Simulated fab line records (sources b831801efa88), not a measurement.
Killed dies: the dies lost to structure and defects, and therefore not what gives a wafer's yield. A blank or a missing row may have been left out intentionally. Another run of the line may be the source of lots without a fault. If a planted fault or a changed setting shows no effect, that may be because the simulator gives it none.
fab line records	flow sky130	part 2 of 2: steps 25 to 34 of 34
[record] lots = 5	wafers = 15	last_day = 50
route steps=708 shown METAL4@622 VIA4@639
lots that met no fault: from a run of the same line without faults
start_h: start of the lot's first displayed wafer, in hours after the record's first day	wait_h: hours since the lot's step before	" as in the row above	L1.1+2: several wafers, shown together as one row	- value missing, or start not given	* or withheld: withheld	< > ~ a bound
route shown NAME@n: names a module that has steps shown in the file, with the first one's number in the route	usual: mean/standard deviation of fault-free wafers	same: alike in all rows	chamber/n: place in a boat	sites: readings site by site	_std_site: the standard deviation of these	_edge_site: the outer-site mean with the inner-site mean subtracted	radius_mm: how far each site lies from the wafer's centre	mask NAME#n: copy n	behind: tool/chamber where the wafer was last shaped	hold: what put the lot on hold/how long, in hours/how the hold closed	device: the n, p or np transistor that did not switch	end of line: the same wafers' tests at the end of the route	where a step has no rows: the recipe by itself	killed: not the wafer's yield, but the dies lost to structure and defects at the first sort	map: shows each die of a wafer: x if killed, . if not, _ if none is there
set.NAME: the setting the step ran with; set.NAME@STEP: the setting that earlier step ran with	model.NAME: the simulator's own value behind a step, which no gauge read
certain route steps with their lots: each step a table, each wafer a row
services: from which hour (start_h, from the record's first day; less than 0 if before it) a tool's chamber was out of use, for how many hours, and why
[[steps]]
[step SKY_VIA4_SOFTBAKE_07]
[recipe] temp_c = 90	time_s = 60	resist = NOVOLAK
[usual] heater_power_total_W = 56.60/0.044
lot.wafer	tool	chamber	start_h	wait_h	heater_power_total_W
L078.2	litho_track-03	0	1017.16	0.1	56.61
L078.3	"	0	"	"	56.56
L078.5	"	0	"	"	56.58
L079.1	litho_track-02	0	1023.27	0.1	56.60
L079.3	"	0	"	"	56.58
L079.5	"	0	"	"	56.61
L088.1	litho_track-01	0	1084.52	0.1	56.54
L088.3	"	0	"	"	56.56
L088.4	"	0	"	"	56.63
L090.3	litho_track-01	0	1098.67	0.1	56.67
L090.4	"	0	"	"	56.51
L090.6	"	0	"	"	56.57
L097.1	litho_track-01	0	1129.32	0.1	56.61
L097.2	"	0	"	"	56.64
L097.4	"	0	"	"	56.67
[step SKY_VIA4_EXPOSE_08]
[recipe] mask_id = VIM4	na = 0.6	source_shape = conventional	sigma_outer = 0.6	polarization = unpolarized	target_cd_nm = 800	dose_mj = 132
[usual] focus_offset_nm = 0.0/0.51	reticle_temp_C = 22.99/0.11
lot.wafer	tool	chamber	start_h	wait_h	mask	focus_offset_nm	reticle_temp_C
L078.2	iline_stepper-02	0	-	-	VIM4#0	0.0	22.98
L078.3	"	0	"	"	VIM4#0	-0.3	22.93
L078.5	"	0	"	"	VIM4#0	0.2	22.95
L079.1	iline_stepper-02	0	-	-	VIM4#0	1.0	22.90
L079.3	"	0	"	"	VIM4#0	0.5	22.87
L079.5	"	0	"	"	VIM4#0	-1.1	23.04
L088.1	iline_stepper-01	0	-	-	VIM4#0	0.2	23.01
L088.3	"	0	"	"	VIM4#0	-0.8	22.99
L088.4	"	0	"	"	VIM4#0	-0.2	22.89
L090.3	iline_stepper-02	0	-	-	VIM4#0	0.6	22.99
L090.4	"	0	"	"	VIM4#0	0.7	23.02
L090.6	"	0	"	"	VIM4#0	0.6	23.07
L097.1	iline_stepper-01	0	-	-	VIM4#0	0.5	23.18
L097.2	"	0	"	"	VIM4#0	0.7	23.22
L097.4	"	0	"	"	VIM4#0	-0.2	23.14
[step SKY_VIA4_PEB_09]
[recipe] temp_c = withheld	time_s = *	resist = NOVOLAK
lot.wafer	tool	chamber	start_h	wait_h
L078.2+3+5	litho_track-01	0	-	-
L079.1+3+5	litho_track-01	0	-	-
L088.1+3+4	litho_track-01	0	-	-
L090.3+4+6	litho_track-01	0	-	-
L097.1+2+4	litho_track-03	0	-	-
[step SKY_VIA4_DEVELOP_10]
[recipe] resist = NOVOLAK	developer = TMAH	develop_time_s = 60	dev_temp_c = 23
lot.wafer	tool	chamber	start_h	wait_h
L078.2+3+5	litho_track-01	0	1027.29	0.1
L079.1+3+5	litho_track-01	0	1034.36	0.1
L088.1+3+4	litho_track-01	0	1094.02	0.1
L090.3+4+6	litho_track-01	0	1109.52	0.1
L097.1+2+4	litho_track-03	0	1138.43	0.1
[step SKY_VIA4_OVL_MEAS_11]
[usual] VIA4_OVL = 0.4/1.4
lot.wafer	tool	chamber	start_h	wait_h	VIA4_OVL[nm]
L078.2	overlay-02	-	1027.42	0.1	0.7
L078.3	"	-	"	"	-0.9
L078.5	"	-	"	"	1.1
L079.1	overlay-01	-	1034.51	0.1	-0.1
L079.3	"	-	"	"	0.3
L079.5	"	-	"	"	0.4
L088.1	overlay-02	-	1094.17	0.1	-0.9
L088.3	"	-	"	"	-1.3
L088.4	"	-	"	"	1.6
L090.3	overlay-01	-	1109.63	0.1	1.1
L090.4	"	-	"	"	1.4
L090.6	"	-	"	"	1.4
L097.1	overlay-01	-	1138.58	0.1	0.6
L097.2	"	-	"	"	-0.2
L097.4	"	-	"	"	1.3
[step SKY_VIA4_ETCH_12]
[recipe] target = SiO2	chemistry = C4F8/O2/Ar	stop_on = TiN	mask_material = NOVOLAK	source_w = 1500	bias_w = 1200	pressure_mtorr = 40	c4f8_flow_sccm = withheld	O2_flow_sccm = 6	Ar_flow_sccm = 300	time_s = withheld	target_depth_a = 5800
[usual] oes_product_au = 0.926/0.0046
lot.wafer	tool	chamber	start_h	wait_h	oes_product_au
L078.2	rie_diel-04	2	1027.45	0.0	0.925
L078.3	"	3	"	"	0.932
L078.5	"	0	"	"	0.923
L079.1	rie_diel-01	1	1034.55	0.0	0.928
L079.3	"	0	"	"	0.924
L079.5	"	2	"	"	0.924
L088.1	rie_diel-04	3	1094.20	0.0	0.932
L088.3	"	2	"	"	0.921
L088.4	"	1	"	"	0.923
L090.3	rie_diel-04	1	1109.65	0.0	0.918
L090.4	"	2	"	"	0.922
L090.6	"	2	"	"	0.927
L097.1	rie_diel-01	0	1138.62	0.0	0.921
L097.2	"	2	"	"	0.923
L097.4	"	1	"	"	0.921
[step SKY_VIA4_STRIP_13]
[recipe] chemistry = O2/N2	power_w = 1400	pressure_mtorr = 1500	platen_temp_c = withheld	o2_flow_sccm = 3000	n2_flow_sccm = 300	overash_fraction = 0.5
[usual] drypump_motor_current_A = 6.0/0.46	n2_flow_sccm = 300.0/0.89	oes_product_au = 0.710/0.0047	strip_time_to_endpoint_s = 12.80/0.037
lot.wafer	tool	chamber	start_h	wait_h	drypump_motor_current_A	n2_flow_sccm	oes_product_au	rf_hours_counter_h	strip_time_to_endpoint_s
L078.2	plasma_asher-04	0	1027.52	-	6.6	299.7	0.709	120	12.77
L078.3	"	0	"	"	6.5	299.5	0.700	-	12.82
L078.5	"	1	"	"	5.8	300.1	0.711	-	12.81
L079.1	plasma_asher-02	0	1034.62	-	6.8	301.5	0.712	62	12.75
L079.3	"	0	"	"	6.8	300.1	0.706	-	12.71
L079.5	"	0	"	"	6.8	302.3	0.714	-	12.80
L088.1	plasma_asher-02	0	1094.27	-	6.8	299.6	0.708	68	12.84
L088.3	"	1	"	"	5.5	300.7	0.709	-	12.81
L088.4	"	0	"	"	6.7	298.9	0.713	-	12.80
L090.3	plasma_asher-03	1	1109.76	-	5.6	300.0	0.711	-	12.82
L090.4	"	0	"	"	5.8	300.6	0.715	-	12.82
L090.6	"	0	"	"	5.8	300.3	0.719	-	12.80
L097.1	plasma_asher-04	0	1138.69	-	6.5	298.6	0.708	6	12.72
L097.2	"	1	"	"	5.8	299.2	0.704	6	12.80
L097.4	"	1	"	"	5.8	301.0	0.709	-	12.76
[step SKY_VIA4_STRIP_14]
[recipe] chemistry = post_etch_residue_remover	time_s = 1200	temp_c = 72.5
[usual] bath_heat_duty_pct = 14.8/1.3
lot.wafer	tool	chamber	start_h	wait_h	bath_heat_duty_pct
L078.2	wet_bench-04	2	1027.62	0.1	15.8
L078.3	"	2	"	"	15.0
L078.5	"	2	"	"	14.3
L079.1	wet_bench-02	0	1034.72	0.1	15.1
L079.3	"	0	"	"	14.3
L079.5	"	0	"	"	14.1
L088.1	wet_bench-02	1	1094.50	0.2	15.7
L088.3	"	1	"	"	16.7
L088.4	"	1	"	"	15.2
L090.3	wet_bench-02	3	1109.82	0.0	13.3
L090.4	"	3	"	"	12.6
L090.6	"	3	"	"	11.8
L097.1	wet_bench-04	0	1138.79	0.1	15.3
L097.2	"	0	"	"	14.9
L097.4	"	0	"	"	14.6
[step SKY_VIA4_CLEAN_15]
[recipe] chemistry = IPA	time_s = 180	temp_c = 25
[usual] bath_heat_duty_pct = 6.4/0.47
lot.wafer	tool	chamber	start_h	wait_h	bath_heat_duty_pct
L078.2	wet_bench-02	2	1027.96	0.0	6.5
L078.3	"	2	"	"	6.1
L078.5	"	2	"	"	6.5
L079.1	wet_bench-04	1	1035.06	0.0	7.0
L079.3	"	1	"	"	7.4
L079.5	"	1	"	"	6.9
L088.1	wet_bench-02	2	1094.84	0.0	6.5
L088.3	"	2	"	"	6.1
L088.4	"	2	"	"	5.9
L090.3	wet_bench-03	2	1110.17	0.0	5.9
L090.4	"	2	"	"	5.8
L090.6	"	2	"	"	6.6
L097.1	wet_bench-04	0	1139.16	0.0	6.8
L097.2	"	0	"	"	6.7
L097.4	"	0	"	"	6.4
[step SKY_VIA4_CLEAN_16]
[recipe] chemistry = O3/DIW	dry = n2_spin
lot.wafer	tool	chamber	start_h	wait_h
L078.2+3+5	wet_bench-03	1	1028.02	0.0
L079.1+3+5	wet_bench-03	2	1035.12	0.0
L088.1+3+4	wet_bench-02	2	1094.90	0.0
L090.3+4+6	wet_bench-03	0	1110.22	0.0
L097.1+2+4	wet_bench-04	1	1139.23	0.0
[[services]]
tool	chamber	start_h	hours	kind
rie_metal-02	-	988.15	0.1	repair
krf_scanner-01	-	1003.34	4.4	pm
hdpcvd-01	2	1004.79	7.1	repair
cmp-02	-	1007.79	2.1	repair
plasma_asher-01	-	1016.83	14.6	pm
rie_diel-01	3	1016.94	6.3	repair
krf_scanner-01	-	1017.25	1.3	pm
rie_metal-02	-	1020.31	0.2	repair
krf_scanner-01	-	1021.99	2.1	repair
iline_stepper-02	-	1034.12	1.7	pm
wet_bench-03	-	1044.14	1.1	repair
plasma_asher-04	-	1055.25	9.0	pm
rie_diel-04	3	1060.16	6.8	repair
wet_bench-03	-	1062.92	1.6	repair
rie_diel-04	-	1065.25	0.2	repair
rie_metal-02	1	1065.30	4.9	repair
plasma_asher-01	-	1081.95	4.3	repair
plasma_asher-04	-	1090.22	5.1	repair
krf_scanner-01	-	1103.20	1.0	pm
cmp-02	-	1105.40	0.4	repair
rie_diel-04	-	1118.65	14.6	pm
plasma_asher-04	-	1119.76	2.4	repair
plasma_asher-04	-	1129.40	1.8	repair
rie_diel-04	1	1137.62	4.2	repair
